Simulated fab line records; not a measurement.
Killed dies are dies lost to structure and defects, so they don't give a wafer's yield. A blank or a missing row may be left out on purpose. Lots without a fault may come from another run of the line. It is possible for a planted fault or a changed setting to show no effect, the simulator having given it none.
Code-filled problem report in 8D (eight disciplines) form	flow sky130	the parts of the form that need people (team, actions taken, sign-off) are left out

== 1. WHAT WENT WRONG ==
Wafers without a fault read 160.40 W, standard deviation 0.13; heater_power_total_W at SKY_METAL1_DEHYDRATE_07 reads a mean of 174.32 W on 2 wafers belonging to 2 lots. So: +99 or more standard deviations from the usual mean.
The step: time 60 s.
Seen first at day 36 01:35 on litho_track-02, wafer L283.6. The record has a number at this step for 40 wafers belonging to 14 lots. By rule, "out" or "out of limits" means more than 4 standard deviations away from the usual mean. Any other wafer with a number is counted as sound.

== 2. WHAT THIS IS AND IS NOT ==
question	is	is not
which readings at this step	heater_power_total_W, run_length_s	-
which lots	L283, L285	L272, L273, L274, L275, L277, L281, L282, L284, L286, L289, L292, L294
which wafers of those lots	L283.6, L285.4	L283.1, L285.1
read on which tools	litho_track-02	litho_track-01, litho_track-03
when	from day 36 01:35	up to then (22 sound wafers); but 16 sound wafers of L284, L285, L286, L289, L292, L294 came after

== 3. THE SUSPECTS, EACH WITH WHAT RULES IT OUT ==
Counting: if a tool at a process step up to the reading ran every lot that is out, it stays a suspect. Sound lots after the first of them don't rule it out here, since some wafers of a struck lot are sound.
- litho_track-02 at SKY_METAL1_DEHYDRATE_07 (time 60 s): kept. It processed each lot that is out (first: L283, day 36 01:35); up to then, its last sound lot is L282 (day 35 20:52). Its own heater_power_total_W, run_length_s readings are out on those wafers.
After counting, what remains is litho_track-02 at SKY_METAL1_DEHYDRATE_07.

== 4. THE CAUSE (what the simulator had put in) ==
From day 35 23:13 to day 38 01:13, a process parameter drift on litho_track-02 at SKY_METAL1_DEHYDRATE_07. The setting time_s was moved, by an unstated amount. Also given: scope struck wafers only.
This tool alone remained once counting was done.

== 5. THE EFFECT CHAIN, in route order ==
Rows list readings where the struck wafers' mean (over those with a number) sits beyond 3 standard deviations from the usual. Only readings whose record carries a usual standard deviation are examined. hours: median over the lots of the time between each lot's start at the first step of this table that gives one and its start at this step. sigmas: the change, counted in usual standard deviations.
hours	step	reading	usual	on struck wafers	change	sigmas
0	SKY_METAL1_DEHYDRATE_07	heater_power_total_W	160.40 W	174.32	+13.92	+99 or more
0	SKY_METAL1_DEHYDRATE_07	run_length_s	89.00 s	75.41	-13.59	-85
Process steps it contains:
- SKY_METAL1_DEHYDRATE_07: time 60 s.

== 6. HOW IT WOULD HAVE BEEN CAUGHT EARLIER ==
2 hours passed between the start of the fault at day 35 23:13 and the first reading out of limits in this record, taken at day 36 01:35.
